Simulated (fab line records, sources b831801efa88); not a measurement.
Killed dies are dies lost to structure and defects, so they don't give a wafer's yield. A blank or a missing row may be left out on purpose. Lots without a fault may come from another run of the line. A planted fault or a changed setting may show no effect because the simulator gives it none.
Which tool did it? | flow sky130 | 14 lots, 42 wafers sampled, at 6 steps of a route of 708

WHAT THE GAUGES READ, wafer by wafer
SKY_CONTACT_THK_MEAS_03. Usual: CONTACT_HDPCVD_THK 567 nm, standard deviation 6.2.
lot  | measured     | on            | CONTACT_HDPCVD_THK (nm) | flag
L295 | day 31 02:26 | film_metro-02 | 575 576 567             |
L296 | day 31 05:48 | film_metro-01 | 575 567 577             |
L297 | day 31 10:50 | film_metro-01 | 576 571 571             |
L299 | day 32 02:35 | film_metro-02 | 577 570 567             |
L303 | day 33 08:41 | film_metro-04 | 567 553 564             |
L304 | day 34 05:16 | film_metro-04 | 560 560 565             |
L305 | day 34 06:26 | film_metro-02 | 569 566 559             |
L306 | day 34 14:31 | film_metro-02 | 563 569 564             |
L307 | day 34 19:09 | film_metro-01 | 564 566 569             |
L308 | day 35 02:59 | film_metro-02 | 575 553 555             |
L315 | day 36 23:41 | film_metro-02 | 576 569 564             |
L316 | day 37 04:26 | film_metro-01 | 567 574 563             |
L318 | day 38 04:19 | film_metro-02 | 563 571 569             |
L317 | day 38 07:14 | film_metro-01 | 562 573 560             |

SKY_CONTACT_BOW_MEAS_05. Usual: CONTACT_BOW 81 um, standard deviation 7.1.
lot  | measured     | on            | CONTACT_BOW (um) | flag
L295 | day 31 02:47 | film_metro-01 | 67 88 81         |
L296 | day 31 06:10 | film_metro-01 | 88 91 87         |
L297 | day 31 11:11 | film_metro-04 | 78 73 72         |
L299 | day 32 04:37 | film_metro-01 | 83 68 84         |
L303 | day 33 09:03 | film_metro-01 | 78 70 93         |
L304 | day 34 05:37 | film_metro-02 | 80 74 84         |
L305 | day 34 06:47 | film_metro-01 | 73 80 70         |
L306 | day 34 14:54 | film_metro-02 | 95 96 98         |
L307 | day 34 19:31 | film_metro-04 | 81 87 82         |
L308 | day 35 03:21 | film_metro-02 | 79 88 83         |
L315 | day 37 00:04 | film_metro-04 | 92 85 82         |
L316 | day 37 04:48 | film_metro-01 | 83 75 76         |
L318 | day 38 04:49 | film_metro-01 | 70 76 76         |
L317 | day 38 07:38 | film_metro-04 | 82 79 80         |

SKY_METAL1_RS_MEAS_05: measures by four-point-probe. Usual: METAL1_ALCU_RS 0.1265 ohm/sq, standard deviation 0.0014.
lot  | measured     | on            | METAL1_ALCU_RS (ohm/sq) | flag
L295 | day 32 08:28 | film_metro-04 | 0.1254 0.1265 0.1268    |
L296 | day 32 11:26 | film_metro-04 | 0.1257 0.1260 0.1258    |
L297 | day 32 16:59 | film_metro-04 | 0.1256 0.1253 0.1278    |
L299 | day 33 10:08 | film_metro-04 | 0.1243 0.1246 0.1239    |
L303 | day 34 12:32 | film_metro-02 | 0.1271 0.1270 0.1256    |
L304 | day 35 09:51 | film_metro-03 | 0.1262 0.1284 0.1255    |
L305 | day 35 11:51 | film_metro-03 | 0.1276 0.1272 0.1282    |
L306 | day 35 19:25 | film_metro-03 | 0.0848 0.0841 0.0853    | OFF
L307 | day 35 23:24 | film_metro-02 | 0.1258 0.1264 0.1253    |
L308 | day 36 07:17 | film_metro-02 | 0.0855 0.0846 0.0846    | OFF
L315 | day 38 03:55 | film_metro-02 | 0.1244 0.1265 0.1245    |
L316 | day 38 08:39 | film_metro-04 | 0.1276 0.1248 0.1268    |
L318 | day 39 07:40 | film_metro-02 | 0.1256 0.1295 0.1289    |
L317 | day 39 10:52 | film_metro-02 | 0.1250 0.1243 0.1262    |

SKY_METAL1_THK_MEAS_06: measures by xrf. Usual: METAL1_ALCU_THK 254 nm, standard deviation 3.1.
lot  | measured     | on            | METAL1_ALCU_THK (nm) | flag
L295 | day 32 08:35 | film_metro-04 | 255 251 252          |
L296 | day 32 11:33 | film_metro-04 | 254 254 253          |
L297 | day 32 17:07 | film_metro-04 | 256 255 251          |
L299 | day 33 10:14 | film_metro-04 | 259 259 260          |
L303 | day 34 12:39 | film_metro-02 | 253 252 255          |
L304 | day 35 09:58 | film_metro-03 | 256 252 256          |
L305 | day 35 11:58 | film_metro-03 | 254 252 253          |
L306 | day 35 19:31 | film_metro-03 | 377 381 375          | OFF
L307 | day 35 23:31 | film_metro-02 | 255 254 256          |
L308 | day 36 07:24 | film_metro-02 | 373 375 376          | OFF
L315 | day 38 04:00 | film_metro-02 | 256 253 257          |
L316 | day 38 08:46 | film_metro-04 | 251 256 252          |
L318 | day 39 07:47 | film_metro-02 | 256 247 250          |
L317 | day 39 10:58 | film_metro-02 | 258 258 255          |

WHICH TOOL RAN EACH LOT (tool, then ch and the chambers of the sampled wafers, then the start)
lot  | SKY_CONTACT_CVD_00              | SKY_METAL1_SPUTTER_02
L295 | pecvd-03 ch 0,1, day 31 02:15   | pvd_sputter-02, day 32 08:23
L296 | pecvd-03 ch 0,1, day 31 05:38   | pvd_sputter-02, day 32 11:20
L297 | pecvd-02 ch 0,2, day 31 10:39   | pvd_sputter-01, day 32 16:54
L299 | pecvd-03 ch 0,1,2, day 32 02:25 | pvd_sputter-01, day 33 10:01
L303 | pecvd-02 ch 0,1, day 33 08:31   | pvd_sputter-01, day 34 12:26
L304 | pecvd-02 ch 0,1, day 34 05:04   | pvd_sputter-01, day 35 09:45
L305 | pecvd-01 ch 0,1,2, day 34 06:14 | pvd_sputter-03, day 35 11:46
L306 | pecvd-03 ch 0,2, day 34 14:18   | pvd_sputter-01, day 35 19:17
L307 | pecvd-02 ch 0,1,2, day 34 18:59 | pvd_sputter-02, day 35 23:18
L308 | pecvd-01 ch 0,2, day 35 02:49   | pvd_sputter-01, day 36 07:11
L315 | pecvd-03 ch 0,1,2, day 36 23:30 | pvd_sputter-02, day 38 03:46
L316 | pecvd-01 ch 0,2, day 37 04:15   | pvd_sputter-03, day 38 08:34
L318 | pecvd-03 ch 1,2, day 38 04:09   | pvd_sputter-03, day 39 07:35
L317 | pecvd-02 ch 0,1,2, day 38 07:04 | pvd_sputter-01, day 39 10:43
- SKY_CONTACT_CVD_00: deposits Si3N4, target thk 75 nm.
- SKY_METAL1_SPUTTER_02: material AlCu, target thk 250 nm, time 13.3 s.

WHAT THE TOOLS THEMSELVES READ (means of the sampled wafers that have a number; where no wafer has one, the mark that the record gives instead)
SKY_CONTACT_CVD_00. Usual: heater_power_w 757 W, standard deviation 81.
lot  | tool     | heater_power_w (W) | flag
L295 | pecvd-03 | 650                |
L296 | pecvd-03 | 695                |
L297 | pecvd-02 | 754                |
L299 | pecvd-03 | 751                |
L303 | pecvd-02 | 728                |
L304 | pecvd-02 | 744                |
L305 | pecvd-01 | 719                |
L306 | pecvd-03 | 771                |
L307 | pecvd-02 | 824                |
L308 | pecvd-01 | 734                |
L315 | pecvd-03 | 758                |
L316 | pecvd-01 | 724                |
L318 | pecvd-03 | 791                |
L317 | pecvd-02 | 797                |

SKY_METAL1_SPUTTER_02. Usual: throttle_valve_pct 29.7 %, standard deviation 0.89.
lot  | tool           | throttle_valve_pct (%) | flag
L295 | pvd_sputter-02 | 30.1                   |
L296 | pvd_sputter-02 | 30.4                   |
L297 | pvd_sputter-01 | 30.4                   |
L299 | pvd_sputter-01 | 29.1                   |
L303 | pvd_sputter-01 | 29.0                   |
L304 | pvd_sputter-01 | 30.2                   |
L305 | pvd_sputter-03 | 29.3                   |
L306 | pvd_sputter-01 | 29.5                   |
L307 | pvd_sputter-02 | 30.0                   |
L308 | pvd_sputter-01 | 29.6                   |
L315 | pvd_sputter-02 | 30.1                   |
L316 | pvd_sputter-03 | 29.3                   |
L318 | pvd_sputter-03 | 29.2                   |
L317 | pvd_sputter-01 | 29.0                   |

THE ANSWER, worked out from the rows above alone
Rule: a lot is off if the mean of its wafers that have a number lies more than 3 standard deviations from the usual mean. A lot without any number at a reading at which 4 lots or more have one is off too. The other lots that the step has rows for count as sound. The gauges are gone through in route order, then the tools' own readings, and for those a lot's mean is taken as printed above. The first step at which some lot is off is used, and at that step the reading that is off furthest; a lot without a number counts as furthest.
Off: L306, L308, at SKY_METAL1_RS_MEAS_05 (METAL1_ALCU_RS).
A tool fits if, at a process step before that reading, it ran every lot that is off, and no sound lot after the first of them. The gauges at SKY_METAL1_RS_MEAS_05 are tried like those tools. None of those tried fits.

WHAT THE SIMULATOR HAD PUT IN
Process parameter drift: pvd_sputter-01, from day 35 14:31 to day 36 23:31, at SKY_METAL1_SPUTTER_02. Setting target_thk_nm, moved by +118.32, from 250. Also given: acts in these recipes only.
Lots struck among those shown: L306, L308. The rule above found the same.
